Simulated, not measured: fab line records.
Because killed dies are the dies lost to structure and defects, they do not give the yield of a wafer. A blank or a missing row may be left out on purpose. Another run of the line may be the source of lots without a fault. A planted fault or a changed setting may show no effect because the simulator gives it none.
Chamber matching :: flow sky130 :: SKY_VIA3_ETCH_14 on rieDiel-01 has 4 sister chambers
The step etches BARC in N2/H2, stops on SiO2, time 45.9 s, target depth 60 nm. 4 wafers are shown with their chamber, then 7 later ones without.

## EACH WAFER AND ITS CHAMBER
wafer: L995.2
chamber: 3
drypumpMotorCurrentA (A): 5.5

wafer: L995.4
chamber: 1
drypumpMotorCurrentA (A): 6.2

wafer: L996.1
chamber: 2
drypumpMotorCurrentA (A): 5.3

wafer: L996.5
chamber: 0
drypumpMotorCurrentA (A): 5.6

## WAFERS WHOSE CHAMBER IS MISSING
wafer: L996.6
drypumpMotorCurrentA (A): 6.2

wafer: L999.1
drypumpMotorCurrentA (A): 5.4

wafer: L999.5
drypumpMotorCurrentA (A): 5.5

wafer: L999.6
drypumpMotorCurrentA (A): 6.2

wafer: L101.1
drypumpMotorCurrentA (A): 5.3

wafer: L101.2
drypumpMotorCurrentA (A): 5.4

wafer: L101.3
drypumpMotorCurrentA (A): 6.2

## EACH ONE'S CHAMBER
wafer: L996.6
from the rows above: 1
in truth: 1

wafer: L999.1
from the rows above: can't be placed: 3 or 2 or 0
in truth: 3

wafer: L999.5
from the rows above: can't be placed: 3 or 0
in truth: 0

wafer: L999.6
from the rows above: 1
in truth: 1

wafer: L101.1
from the rows above: 2
in truth: 2

wafer: L101.2
from the rows above: can't be placed: 3 or 2 or 0
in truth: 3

wafer: L101.3
from the rows above: 1
in truth: 1
Correctly placed: 4 of 7. Not placeable from these rows: 3 (in 3, the candidates include the true chamber). Wrongly placed: 0.
How it was worked out, from the rows above alone: a wafer's distance from a chamber is the root of the sum, over the readings, of the square of ((its reading less the chamber's mean) divided by the reading's scatter). If the next closest chamber is less than 2 further off than the closest, the wafer can't be placed; otherwise it belongs to the closest. For every chamber, the mean is computed from those of its wafers that are shown. The scatter: root of mean squared gap, hidden wafer to nearest shown wafer, with one shown wafer a chamber.
